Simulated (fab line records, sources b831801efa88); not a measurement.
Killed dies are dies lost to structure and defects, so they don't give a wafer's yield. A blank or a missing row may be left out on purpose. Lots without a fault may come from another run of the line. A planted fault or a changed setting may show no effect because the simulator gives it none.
fab line records | flow sky130
record lots=12 wafers=36 last_day=50
route steps=708 shown POLY_CUT@319 SD_N@349 LI_CONTACT@363
lots that met no fault: from a run of the same line without faults
start_h: hours from the record's first day to the start of the lot's first wafer shown | wait_h: hours since the lot's step before | " the same as in the row above | L1.1+2: a row that stands for several wafers | - no value, or no start given | * or withheld: withheld | < > ~ a bound
route shown NAME@n: a module of which the file shows steps, and the number in the route of the first | usual: mean/standard deviation of fault-free wafers | same: alike in all rows | chamber/n: place in a boat | sites: the reading at each site | _std_site: their standard deviation | _edge_site: outer sites' mean less inner sites' | radius_mm: how far each site lies from the wafer's centre | mask NAME#n: copy n | behind: the tool/chamber that last shaped the wafer | hold: why the lot was held/for how many hours/how that ended | device: the transistor (n, p or np) that didn't switch | end of line: the same wafers' tests at the end of the route | a step without rows: its recipe alone | killed: dies lost to structure and defects at the first sort, not the wafer's yield | map: a wafer's dies, x killed, . not, _ none there
set.NAME: the setting as run; set.NAME@STEP: as run at that earlier step | model.NAME: the simulator's own value behind a step, which no gauge read
steps of the route over a sample of lots; a table a step, a row a wafer
services: from which hour (start_h, from the record's first day; less than 0 if before it) a tool's chamber was out of use, for how many hours, and why
## steps
# step SKY_POLY_CUT_STRIP_12
# recipe chemistry=O2/N2 power_w=1400 pressure_mtorr=1500 platen_temp_c=withheld o2_flow_sccm=3000 n2_flow_sccm=300 overash_fraction=0.5
# usual chamber_pressure_mTorr=1500.1/1.3 drypump_motor_current_A=5.79/0.24 oes_product_au=0.453/0.0047 strip_time_to_endpoint_s=5.363/0.017
# columns lot.wafer tool chamber start_h wait_h chamber_pressure_mTorr drypump_motor_current_A oes_product_au rf_hours_counter_h strip_time_to_endpoint_s
L330.3 plasma_asher-01 0 554.53 0.1 1500.4 5.59 0.452 - 5.351
L330.5 " 1 " " 1498.2 5.82 0.454 - 5.352
L330.6 " 0 " " 1495.9 5.59 0.448 - 5.345
L331.1 plasma_asher-01 0 572.00 0.0 1499.2 5.58 0.454 14 5.339
L331.2 " 1 " " 1498.6 5.83 0.444 14 5.338
L331.5 " 0 " " 1500.7 5.58 0.452 - 5.323
L332.2 plasma_asher-01 0 575.70 0.0 1501.1 5.62 0.453 14 5.350
L332.3 " 1 " " 1499.0 5.83 0.450 - 5.357
L332.5 " 0 " " 1497.9 5.60 0.446 - 5.379
L334.1 plasma_asher-02 0 588.80 0.0 1502.3 5.61 0.447 45 5.359
L334.2 " 1 " " 1501.5 5.52 0.450 45 5.371
L334.5 " 0 " " 1501.9 5.61 0.446 - 5.371
L335.1 plasma_asher-04 1 618.92 0.0 1503.1 5.79 0.449 81 5.353
L335.2 " 0 " " 1500.3 6.22 0.461 81 5.364
L335.6 " 0 " " 1500.4 6.23 0.452 - 5.364
L337.1 plasma_asher-02 1 624.17 0.0 1501.6 5.48 0.457 49 5.374
L337.4 " 0 " " 1497.6 5.63 0.453 - 5.375
L337.6 " 0 " " 1500.2 5.63 0.450 - 5.372
L338.3 plasma_asher-01 0 627.72 0.1 1499.3 5.58 0.447 - 5.365
L338.5 " 1 " " 1502.3 5.80 0.450 - 5.343
L338.6 " 0 " " 1501.2 5.59 0.457 - 5.350
L339.1 plasma_asher-04 0 655.40 0.0 1502.3 6.23 0.452 86 5.352
L339.2 " 1 " " 1500.7 5.79 0.450 86 5.349
L339.5 " 0 " " 1501.6 6.23 0.450 - 5.350
L340.2 plasma_asher-01 0 657.67 0.0 1498.4 5.61 0.451 23 5.389
L340.4 " 0 " " 1499.9 5.60 0.452 - 5.376
L340.6 " 1 " " 1500.5 5.86 0.452 - 5.385
L344.1 plasma_asher-04 0 682.30 0.0 1498.4 6.19 0.450 89 5.360
L344.2 " 1 " " 1501.2 5.80 0.450 89 5.359
L344.5 " 0 " " 1498.5 6.23 0.454 - 5.332
L352.3 plasma_asher-01 1 744.60 0.1 1498.6 5.84 0.462 - 5.358
L352.4 " 0 " " 1500.8 5.60 0.459 - 5.381
L352.5 " 1 " " 1501.1 5.84 0.450 - 5.368
L351.3 plasma_asher-02 1 745.27 0.1 1501.2 5.48 0.459 - 5.386
L351.4 " 0 " " 1500.7 5.64 0.449 - 5.372
L351.5 " 0 " " 1500.8 5.66 0.459 - 5.353
# step SKY_SD_N_CD_MEAS_07
# recipe target_cd_nm=380
# usual cd_nm=380.7/2.7
# columns lot.wafer tool chamber start_h wait_h cd_nm
L330.3 cd_sem-02 - 641.71 0.1 379.0
L330.5 " - " " 381.8
L330.6 " - " " 381.7
L331.1 cd_sem-01 - 658.27 0.1 383.6
L331.2 " - " " 383.2
L331.5 " - " " 382.6
L332.2 cd_sem-01 - 661.18 0.1 381.6
L332.3 " - " " 379.4
L332.5 " - " " 380.0
L334.1 cd_sem-01 - 675.08 0.1 382.7
L334.2 " - " " 381.1
L334.5 " - " " 379.6
L335.1 cd_sem-02 - 704.11 0.1 374.4
L335.2 " - " " 376.1
L335.6 " - " " 375.6
L337.1 cd_sem-01 - 709.12 0.1 382.5
L337.4 " - " " 379.1
L337.6 " - " " 380.0
L338.3 cd_sem-02 - 713.11 0.2 380.6
L338.5 " - " " 383.6
L338.6 " - " " 384.9
L339.1 cd_sem-01 - 738.47 0.2 379.6
L339.2 " - " " 379.1
L339.5 " - " " 380.2
L340.2 cd_sem-02 - 741.39 0.1 384.1
L340.4 " - " " 382.3
L340.6 " - " " 385.1
L344.1 cd_sem-01 - 764.32 0.1 381.8
L344.2 " - " " 381.1
L344.5 " - " " 381.1
L352.3 cd_sem-01 - 824.87 0.1 382.6
L352.4 " - " " 384.8
L352.5 " - " " 382.4
L351.3 cd_sem-02 - 825.86 0.1 380.1
L351.4 " - " " 380.8
L351.5 " - " " 380.9
# step SKY_LI_CONTACT_THK_MEAS_01
# recipe reads=PSG_of_LI_CONTACT_HDPCVD_00
# usual LI_CONTACT_HDPCVD_THK=929/11
# columns lot.wafer tool chamber start_h wait_h LI_CONTACT_HDPCVD_THK[nm]
L330.3 film_metro-04 - 643.01 0.1 917
L330.5 " - " " 929
L330.6 " - " " 912
L331.1 film_metro-04 - 659.59 0.1 924
L331.2 " - " " 925
L331.5 " - " " 916
L332.2 film_metro-04 - 662.49 0.1 929
L332.3 " - " " 924
L332.5 " - " " 928
L334.1 film_metro-03 - 676.41 0.1 932
L334.2 " - " " 940
L334.5 " - " " 916
L335.1 film_metro-03 - 705.43 0.1 941
L335.2 " - " " 921
L335.6 " - " " 930
L337.1 film_metro-02 - 710.44 0.1 944
L337.4 " - " " 937
L337.6 " - " " 955
L338.3 film_metro-04 - 714.41 0.1 928
L338.5 " - " " 929
L338.6 " - " " 932
L339.1 film_metro-04 - 739.88 0.1 939
L339.2 " - " " 950
L339.5 " - " " 953
L340.2 film_metro-04 - 742.70 0.1 931
L340.4 " - " " 929
L340.6 " - " " 920
L344.1 film_metro-03 - 765.64 0.1 935
L344.2 " - " " 923
L344.5 " - " " 945
L352.3 film_metro-03 - 826.17 0.1 922
L352.4 " - " " 940
L352.5 " - " " 925
L351.3 film_metro-04 - 827.23 0.1 925
L351.4 " - " " 924
L351.5 " - " " 928
# step SKY_LI_CONTACT_CVD_21
# recipe material=W target_thk_nm=400 time_s=120.56 temp_c=400 pressure_torr=40
# usual heater_power_outer_w=518/60 heater_power_w=844/92
# columns lot.wafer tool chamber start_h wait_h heater_power_outer_w heater_power_w
L330.3 cvd_w-02 1 673.18 0.1 451 794
L330.5 " 1 " " 442 782
L330.6 " 1 " " 436 771
L331.1 cvd_w-01 0 689.40 0.0 572 909
L331.2 " 1 " " 592 957
L331.5 " 0 " " 562 914
L332.2 cvd_w-02 0 691.77 0.0 504 762
L332.3 " 0 " " 516 741
L332.5 " 1 " " 428 784
L334.1 cvd_w-01 0 706.05 0.0 583 926
L334.2 " 1 " " 589 981
L334.5 " 1 " " 559 976
L335.1 cvd_w-01 0 734.18 0.0 554 927
L335.2 " 1 " " 593 971
L335.6 " 0 " " 590 910
L337.1 cvd_w-01 0 739.13 0.0 589 929
L337.4 " 0 " " 588 919
L337.6 " 0 " " 581 950
L338.3 cvd_w-02 1 742.77 0.1 437 801
L338.5 " 0 " " 508 767
L338.6 " 1 " " 452 796
L339.1 cvd_w-01 0 768.05 0.0 570 907
L339.2 " 1 " " 579 975
L339.5 " 0 " " 576 898
L340.2 cvd_w-02 1 771.15 0.0 441 811
L340.4 " 0 " " 513 746
L340.6 " 1 " " 443 779
L344.1 cvd_w-02 1 793.88 0.0 452 788
L344.2 " 0 " " 498 747
L344.5 " 1 " " 451 789
L352.3 cvd_w-02 0 853.17 0.1 505 746
L352.4 " 1 " " 456 800
L352.5 " 0 " " 519 740
L351.3 cvd_w-02 0 854.41 0.1 516 774
L351.4 " 1 " " 436 784
L351.5 " 0 " " 503 779
# step SKY_LI_CONTACT_RS_MEAS_22
# recipe thk_meas_gauge=four-point-probe reads=W_of_LI_CONTACT_CVD_21+TiN_of_LI_CONTACT_SPUTTER_20+Ti_of_LI_CONTACT_SPUTTER_19
# usual LI_CONTACT_W_RS=0.287/0.0032
# columns lot.wafer tool chamber start_h wait_h LI_CONTACT_W_RS[ohm/sq]
L330.3 film_metro-02 - 673.39 0.2 0.285
L330.5 " - " " 0.286
L330.6 " - " " 0.284
L331.1 film_metro-04 - 689.52 0.1 0.287
L331.2 " - " " 0.284
L331.5 " - " " 0.290
L332.2 film_metro-04 - 691.92 0.1 0.285
L332.3 " - " " 0.290
L332.5 " - " " 0.287
L334.1 film_metro-04 - 706.17 0.1 0.284
L334.2 " - " " 0.285
L334.5 " - " " 0.285
L335.1 film_metro-03 - 734.31 0.1 0.346
L335.2 " - " " 0.284
L335.6 " - " " 0.352
L337.1 film_metro-02 - 739.26 0.1 0.349
L337.4 " - " " 0.346
L337.6 " - " " 0.343
L338.3 film_metro-03 - 742.89 0.1 0.290
L338.5 " - " " 0.293
L338.6 " - " " 0.288
L339.1 film_metro-03 - 768.17 0.1 0.350
L339.2 " - " " 0.280
L339.5 " - " " 0.347
L340.2 film_metro-03 - 771.29 0.1 0.281
L340.4 " - " " 0.285
L340.6 " - " " 0.283
L344.1 film_metro-02 - 794.01 0.1 0.292
L344.2 " - " " 0.289
L344.5 " - " " 0.287
L352.3 film_metro-02 - 853.29 0.1 0.293
L352.4 " - " " 0.291
L352.5 " - " " 0.294
L351.3 film_metro-02 - 854.53 0.1 0.290
L351.4 " - " " 0.285
L351.5 " - " " 0.289
# step SKY_LI_CONTACT_THK_MEAS_23
# recipe thk_meas_gauge=xrf reads=W_of_LI_CONTACT_CVD_21
# usual LI_CONTACT_W_THK=406/9.5
# columns lot.wafer tool chamber start_h wait_h LI_CONTACT_W_THK[nm]
L330.3 film_metro-02 - 673.49 0.1 403
L330.5 " - " " 401
L330.6 " - " " 398
L331.1 film_metro-04 - 689.64 0.1 407
L331.2 " - " " 412
L331.5 " - " " 404
L332.2 film_metro-04 - 692.03 0.1 408
L332.3 " - " " 402
L332.5 " - " " 406
L334.1 film_metro-04 - 706.29 0.1 415
L334.2 " - " " 417
L334.5 " - " " 416
L335.1 film_metro-03 - 734.43 0.1 355
L335.2 " - " " 418
L335.6 " - " " 347
L337.1 film_metro-02 - 739.38 0.1 340
L337.4 " - " " 344
L337.6 " - " " 347
L338.3 film_metro-03 - 742.99 0.1 408
L338.5 " - " " 405
L338.6 " - " " 409
L339.1 film_metro-03 - 768.29 0.1 351
L339.2 " - " " 430
L339.5 " - " " 356
L340.2 film_metro-03 - 771.40 0.1 422
L340.4 " - " " 420
L340.6 " - " " 419
L344.1 film_metro-02 - 794.13 0.1 394
L344.2 " - " " 397
L344.5 " - " " 399
L352.3 film_metro-02 - 853.39 0.1 390
L352.4 " - " " 392
L352.5 " - " " 388
L351.3 film_metro-02 - 854.63 0.1 394
L351.4 " - " " 402
L351.5 " - " " 394
## services
# columns tool chamber start_h hours kind
plasma_asher-04 - 557.40 2.8 pm
plasma_asher-01 - 594.49 1.9 repair
cvd_w-01 1 608.54 1.7 repair
cvd_w-01 - 626.98 2.8 pm
plasma_asher-02 - 631.54 77.4 repair
cvd_w-01 - 635.80 0.9 repair
cvd_w-01 0 652.49 10.0 repair
cvd_w-02 0 668.94 5.6 repair
cvd_w-02 - 673.96 6.9 pm
cvd_w-02 0 700.80 12.0 repair
plasma_asher-04 - 705.34 0.9 repair
plasma_asher-04 - 712.39 1.1 repair
plasma_asher-02 - 739.98 1.3 repair
cvd_w-01 - 792.58 4.3 pm
## key
first_sign step=SKY_LI_CONTACT_RS_MEAS_22 reading=LI_CONTACT_W_RS direction=up sigmas=19 usual=0.287 struck=0.348
effect step=SKY_LI_CONTACT_THK_MEAS_23 reading=LI_CONTACT_W_THK direction=down sigmas=6 usual=406 struck=349
met_at SKY_LI_CONTACT_CVD_21
struck_lots L335,L337,L339
struck_wafers L335.1,L335.6,L337.1,L337.4,L337.6,L339.1,L339.5
tester_left_out L335,L337,L339
not_acting_at SKY_POLY_CUT_STRIP_12,SKY_SD_N_CD_MEAS_07,SKY_LI_CONTACT_THK_MEAS_01
onset_between 706.05 734.18
fault kind=site_profile_drift tool=cvd_w-01 chamber=0 onset_h=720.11 steps=SKY_LI_CONTACT_CVD_21 basis=fraction max_abs_drift=0.33119 slope_share_per_hr=73.598 site_pattern=0,0,0,0,0,-1,-1,-1,-1
# tester_left_out: of these lots the tester's yield and bins aren't shown, on N5 and GAA mostly nor the transistor test; their killed dies are dies lost to structure and defects alone, not to doping, threshold or leakage, so they don't give the yield
